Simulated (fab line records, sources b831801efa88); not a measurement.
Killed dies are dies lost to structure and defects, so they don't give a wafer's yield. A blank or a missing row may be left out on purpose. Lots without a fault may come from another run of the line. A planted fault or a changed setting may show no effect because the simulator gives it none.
Problem report in the 8D (eight disciplines) form, filled by code | flow sky130 | the parts of the form that need people (team, actions taken, sign-off) are left out

1. THE PROBLEM
killed_at_M0_to_M3 at SKY_PAD_OPEN_PROBE_99 reads a mean of 96 on 6 wafers of 2 lots; wafers without a fault read 43 with a standard deviation of 7.1. That is +7.5 standard deviations from the usual mean.
First seen on wafer L353.4, day 48 12:04, on prober-01. The record holds 24 wafers of 8 lots with a number at this step. Rule for "out", or "out of limits": more than 4 standard deviations from the usual mean. The other wafers with a number count as sound.

2. WHAT IT IS AND WHAT IT IS NOT
question                    | is                                                                                                       | is not
which readings at this step | killed_at_M0_to_M3, defect_limited_yield, killed_dies, sort_bin_3_pad_short, sort_n_pass, sort_yield_pct | killed_at_contacts, killed_open, sort_bin_6_memory
which lots                  | L353, L356                                                                                               | L346, L347, L361, L362, L363, L365
which wafers of those lots  | all that have a number                                                                                   | -
read on which tools         | prober-01, prober-02                                                                                     | -
when                        | from day 48 12:04                                                                                        | up to then (6 sound wafers); but 12 sound wafers of L361, L362, L363, L365 came after

3. SUSPECTS, AND WHAT RULES EACH OUT
Counting: a tool at a process step up to the reading stays a suspect if it ran every lot that is out and no sound lot after the first of them.
- wet_bench-03 at SKY_VIA1_CLEAN_18 (cleans in IPA, time 180 s): kept. It ran every lot that is out, first L353 (day 37 11:58), and no sound lot after that.
- rie_diel-01 at SKY_METAL4_ETCH_17 (etches SiO2 in C4F8/O2/Ar, stops on TiN, time 3.9 s, target depth 15 nm): ruled out as a lasting fault. Sound lots L362, L363, L365 ran on it after its first lot that is out, L353 (day 44 19:44).
- rie_metal-02 at SKY_METAL5_DESCUM_14 (chemistry O2, time 11 s): ruled out as a lasting fault. Sound lots L361, L363, L365 ran on it after its first lot that is out, L353 (day 46 16:29).
Left after counting: wet_bench-03 at SKY_VIA1_CLEAN_18.

4. THE CAUSE (what the simulator had put in)
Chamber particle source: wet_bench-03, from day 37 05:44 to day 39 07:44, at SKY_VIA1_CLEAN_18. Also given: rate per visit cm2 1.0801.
Counting left only this tool.

5. THE CHAIN OF EFFECTS, in route order
Each row: a reading whose mean over the struck wafers that have a number lies more than 3 standard deviations from the usual. Only readings for which the record gives a usual standard deviation are gone through. hours: the time from each lot's start at the first step in this table that gives one to its start at this step, as a median over the lots. sigmas: the change in usual standard deviations.
hours | step                  | reading              | usual  | on struck wafers | change | sigmas
0     | SKY_PAD_OPEN_PROBE_99 | defect_limited_yield | 82.4 % | 72.7             | -9.7   | -5.1
0     | SKY_PAD_OPEN_PROBE_99 | killed_at_M0_to_M3   | 43     | 96               | +53    | +7.5
0     | SKY_PAD_OPEN_PROBE_99 | killed_dies          | 86     | 134              | +48    | +5.2
0     | SKY_PAD_OPEN_PROBE_99 | sort_bin_3_pad_short | 0.9 %  | 3.3              | +2.4   | +6.4
0     | SKY_PAD_OPEN_PROBE_99 | sort_bin_5_function  | 10.4 % | 16.9             | +6.5   | +4.4
0     | SKY_PAD_OPEN_PROBE_99 | sort_n_pass          | 406    | 358              | -48    | -5.2
0     | SKY_PAD_OPEN_PROBE_99 | sort_yield_pct       | 82.4 % | 72.7             | -9.7   | -5.1
The process steps in it:
- SKY_PAD_OPEN_PROBE_99

6. WHAT WOULD HAVE CAUGHT IT SOONER
In this record the first reading out of limits was taken at day 48 12:04, 270 hours after the fault began at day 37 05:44.
All the lots that are out (2) had begun SKY_VIA1_CLEAN_18 on wet_bench-03 by day 48 12:04. A hold on the tool at that time would have spared none of them.
